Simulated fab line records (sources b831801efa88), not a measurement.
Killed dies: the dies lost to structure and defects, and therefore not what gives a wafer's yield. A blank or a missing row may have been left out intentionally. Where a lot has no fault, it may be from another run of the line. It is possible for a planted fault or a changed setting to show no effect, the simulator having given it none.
Matching of chambers :: flow gf180mcu :: GF_V2_CMP_04 on cmp-02: 4 sister chambers
The step polishes SiO2. 18 wafers are shown with their chamber, then 9 later ones without.

WAFERS WITH THEIR CHAMBER
wafer: L477.1
chamber: 2
motor_current_A (A): 13.4
time_to_endpoint_s (s): 74
platen_rpm (rpm): 59.99

wafer: L477.5
chamber: 3
motor_current_A (A): 11.1
time_to_endpoint_s (s): 78
platen_rpm (rpm): 60.07

wafer: L477.6
chamber: 2
motor_current_A (A): 14.1
time_to_endpoint_s (s): 77
platen_rpm (rpm): 59.96

wafer: L479.1
chamber: 1
motor_current_A (A): 11.7
time_to_endpoint_s (s): 70
platen_rpm (rpm): 60.00

wafer: L479.4
chamber: 3
motor_current_A (A): 10.7
time_to_endpoint_s (s): 69
platen_rpm (rpm): 60.01

wafer: L479.6
chamber: 3
motor_current_A (A): 10.8
time_to_endpoint_s (s): 68
platen_rpm (rpm): 59.98

wafer: L480.1
chamber: 1
motor_current_A (A): 12.2
time_to_endpoint_s (s): 75
platen_rpm (rpm): 60.04

wafer: L480.2
chamber: 2
motor_current_A (A): 13.3
time_to_endpoint_s (s): 70
platen_rpm (rpm): 59.98

wafer: L480.6
chamber: 1
motor_current_A (A): 12.4
time_to_endpoint_s (s): 73
platen_rpm (rpm): 60.01

wafer: L482.3
chamber: 0
motor_current_A (A): 11.1
time_to_endpoint_s (s): 78
platen_rpm (rpm): 59.94

wafer: L482.5
chamber: 1
motor_current_A (A): 12.3
time_to_endpoint_s (s): 72
platen_rpm (rpm): 60.02

wafer: L482.6
chamber: 2
motor_current_A (A): 13.4
time_to_endpoint_s (s): 84
platen_rpm (rpm): 60.03

wafer: L485.1
chamber: 1
motor_current_A (A): 12.0
time_to_endpoint_s (s): 77
platen_rpm (rpm): 59.96

wafer: L485.2
chamber: 3
motor_current_A (A): 10.5
time_to_endpoint_s (s): 74
platen_rpm (rpm): 59.99

wafer: L485.3
chamber: 0
motor_current_A (A): 11.8
time_to_endpoint_s (s): 86
platen_rpm (rpm): 59.94

wafer: L486.1
chamber: 2
motor_current_A (A): 12.8
time_to_endpoint_s (s): 81
platen_rpm (rpm): 59.98

wafer: L486.4
chamber: 1
motor_current_A (A): 12.5
time_to_endpoint_s (s): 83
platen_rpm (rpm): 59.99

wafer: L486.6
chamber: 0
motor_current_A (A): 10.7
time_to_endpoint_s (s): 86
platen_rpm (rpm): 60.00

SIGNATURES (means of the wafers above)
reading: motor_current_A
chamber 0: 11.200
chamber 1: 12.183
chamber 2: 13.400
chamber 3: 10.775
scatter within a chamber: 0.387

reading: time_to_endpoint_s
chamber 0: 83.33
chamber 1: 75.00
chamber 2: 77.20
chamber 3: 72.25
scatter within a chamber: 4.9

reading: platen_rpm
chamber 0: 59.9600
chamber 1: 60.0033
chamber 2: 59.9880
chamber 3: 60.0125
scatter within a chamber: 0.0313
Rule: distance of a wafer from a chamber = root of the sum over the readings of ((wafer's reading minus chamber's mean) / reading's scatter) squared. The wafer belongs to the nearest chamber; if the next one is less than 2 further off, it can't be placed. The scatter is the square root of a quotient: the sum, over the shown wafers, of each reading's squared deviation from its chamber's mean, divided by wafers minus chambers.

WAFERS MISSING THEIR CHAMBER
wafer: L488.3
motor_current_A (A): 12.5
time_to_endpoint_s (s): 74
platen_rpm (rpm): 59.97

wafer: L488.4
motor_current_A (A): 14.1
time_to_endpoint_s (s): 72
platen_rpm (rpm): 59.99

wafer: L488.5
motor_current_A (A): 12.4
time_to_endpoint_s (s): 81
platen_rpm (rpm): 60.00

wafer: L495.1
motor_current_A (A): 14.2
time_to_endpoint_s (s): 76
platen_rpm (rpm): 59.95

wafer: L495.4
motor_current_A (A): 11.8
time_to_endpoint_s (s): 83
platen_rpm (rpm): 59.97

wafer: L495.6
motor_current_A (A): 12.8
time_to_endpoint_s (s): 84
platen_rpm (rpm): 60.03

wafer: L496.1
motor_current_A (A): 12.2
time_to_endpoint_s (s): 79
platen_rpm (rpm): 60.02

wafer: L496.2
motor_current_A (A): 11.3
time_to_endpoint_s (s): 74
platen_rpm (rpm): 59.96

wafer: L496.6
motor_current_A (A): 11.7
time_to_endpoint_s (s): 94
platen_rpm (rpm): 59.96

THE CHAMBER EACH PASSED THROUGH
wafer: L488.3
from the rows above: can't be placed: 1 or 2
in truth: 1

wafer: L488.4
from the rows above: 2
in truth: 2

wafer: L488.5
from the rows above: can't be placed: 1 or 2
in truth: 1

wafer: L495.1
from the rows above: 2
in truth: 2

wafer: L495.4
from the rows above: can't be placed: 0 or 1
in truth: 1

wafer: L495.6
from the rows above: can't be placed: 2 or 1
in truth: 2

wafer: L496.1
from the rows above: 1
in truth: 1

wafer: L496.2
from the rows above: can't be placed: 0 or 3 or 1
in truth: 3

wafer: L496.6
from the rows above: can't be placed: 0 or 1
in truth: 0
Correct placement for 3 of the 9. From these rows, 6 cannot be placed; in 6 the true chamber is one of the candidates. 0 placed wrongly.
